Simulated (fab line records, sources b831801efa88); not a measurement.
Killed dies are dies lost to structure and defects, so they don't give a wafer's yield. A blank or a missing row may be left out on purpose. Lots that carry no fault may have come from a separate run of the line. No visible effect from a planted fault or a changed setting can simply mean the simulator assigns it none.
A lot that was struck, set against a sound lot    flow sky130    22 steps out of a route of 708
Sound: wafers L757.1, L757.2, L757.6. Struck: wafers L763.2, L763.6. (L763.3 of the same lot was not struck and is left out.) The cause comes at the end.
For every step that has rows: the tool of each side, followed by ch and its chambers, followed by its first start. Under that, the readings that differ: sound wafers    struck wafers    difference of the means    sigmas: that difference in standard deviations of wafers without a fault.
alike: a reading whose means differ by less than 2 such deviations, as well as words and numbers matching on both sides. not compared: withheld readings; readings where some wafer has no value; bounds like >300 that might hide an equal value; numbers whose values overlap and for which the record gives no deviation.
Wherever a step has rows on one side only, a row that says differs or no value, or a row with sigmas, the two part there. Numbers that don't overlap but have no deviation are shown without sigmas and don't part them. A reading that every wafer of one side lacks parts them only if that side has two wafers or more.

first, 5 steps without rows for these wafers: SKY_VT_ADJUST_HVTP_COAT_02 (resist thk 1140 nm); SKY_VT_ADJUST_HVTP_SOFTBAKE_03 (time 60 s); SKY_VT_ADJUST_HVTP_EXPOSE_04 (exposes mask HVTPM, target cd 380 nm); SKY_VT_ADJUST_HVTP_PEB_05; SKY_VT_ADJUST_HVTP_DEVELOP_06 (develop time 60 s).
SKY_VT_ADJUST_HVTP_CD_MEAS_07 targets a cd of 380 nm.
  struck on cdSem-01, day 8 02:25; sound on cdSem-01, day 6 22:12
reading    sound              struck       difference  sigmas
cdNm (nm)  382.2 380.3 381.4  374.5 375.1  -6.5        -2
SKY_VT_ADJUST_HVTP_OVL_MEAS_08:
  struck on overlay-02, day 8 02:31; sound on overlay-02, day 6 22:19
  alike: VT_ADJUST_HVTP_OVL
then, 1 step without rows for these wafers: SKY_VT_ADJUST_HVTP_IMPLANT_09.
SKY_VT_ADJUST_HVTP_STRIP_10: strips in O2/N2.
  sound on plasmaAsher-03 ch 0,1, day 6 22:30; struck on plasmaAsher-01 ch 0,1, day 8 02:41
  alike: drypumpMotorCurrentA, oesProductAu, stripTimeToEndpointS
  not compared: rfHoursCounterH
SKY_VT_ADJUST_HVTP_TW_MEAS_11:
  struck on filmMetro-01, day 8 02:48; sound on filmMetro-01, day 6 22:36
  alike: VT_ADJUST_HVTP_TW
then, 2 steps without rows for these wafers: SKY_VT_ADJUST_LVTN_DEHYDRATE_00 (time 60 s); SKY_VT_ADJUST_LVTN_HMDS_01 (prime time 60 s).
SKY_VT_ADJUST_LVTN_COAT_02: resist thk 3000 nm.
  sound on lithoTrack-04 ch 0, day 7 07:40; struck on lithoTrack-04 ch 0, day 8 13:35
reading                                          sound           struck     difference  sigmas
model.coat_of_VT_ADJUST_LVTN_COAT_02.thkNm (nm)  3012 3006 3016  2435 2433  -577        
  alike: resistLineTempC
then, 3 steps without rows for these wafers: SKY_VT_ADJUST_LVTN_SOFTBAKE_03; SKY_VT_ADJUST_LVTN_EXPOSE_04 (exposes mask NWM COMPLEMENT LESS NATIVE, target cd 840 nm); SKY_VT_ADJUST_LVTN_PEB_05.
SKY_VT_ADJUST_LVTN_DEVELOP_06: develop time 60 s.
  sound on lithoTrack-01 ch 0; struck on lithoTrack-04 ch 0
reading                                          sound           struck     difference  sigmas
model.coat_of_VT_ADJUST_LVTN_COAT_02.thkNm (nm)  3007 3002 3012  2431 2428  -578        
  alike: resistLineTempC
SKY_VT_ADJUST_LVTN_OVL_MEAS_07:
  struck on overlay-02, day 8 23:22; sound on overlay-01, day 7 17:26
  alike: VT_ADJUST_LVTN_OVL
then, 1 step without rows for these wafers: SKY_VT_ADJUST_LVTN_IMPLANT_08.
SKY_VT_ADJUST_LVTN_STRIP_09: strips in O2/N2.
  sound on plasmaAsher-03 ch 0,1, day 7 17:38; struck on plasmaAsher-04 ch 1, day 8 23:33
reading                   sound              struck       difference  sigmas
stripTimeToEndpointS (s)  37.05 36.97 37.09  30.42 30.41  -6.62       -66
  alike: drypumpMotorCurrentA, oesProductAu
  not compared: rfHoursCounterH
SKY_VT_ADJUST_LVTN_TW_MEAS_10:
  struck on filmMetro-03, day 8 23:40; sound on filmMetro-02, day 7 17:44
reading            sound              struck       difference  sigmas
VT_ADJUST_LVTN_TW  239.5 238.3 238.1  242.8 242.1  +3.8        +2
-- a jump in the record: the struck wafers' starts before and after are 39 days apart (it breaks off in module VT_ADJUST_LVTN and resumes in module PAD_OPEN, where the first step shown is number 708 of the route) --
SKY_PAD_OPEN_PROBE_99:
  struck on prober-01, day 47 23:09; sound on prober-02, day 46 16:31
  alike: killed_at_M0_to_M3, killed_at_M4_up, killedAtContacts, killedAtFrontEnd, killedAtOther, killedDies, killedOpen, killedShort

## WHERE THEY PART
Earliest at SKY_VT_ADJUST_HVTP_CD_MEAS_07; latest, in this record, at SKY_VT_ADJUST_LVTN_TW_MEAS_10. Later steps at which nothing parts them and some readings are alike: SKY_PAD_OPEN_PROBE_99.

WHY: the cause the simulator had injected
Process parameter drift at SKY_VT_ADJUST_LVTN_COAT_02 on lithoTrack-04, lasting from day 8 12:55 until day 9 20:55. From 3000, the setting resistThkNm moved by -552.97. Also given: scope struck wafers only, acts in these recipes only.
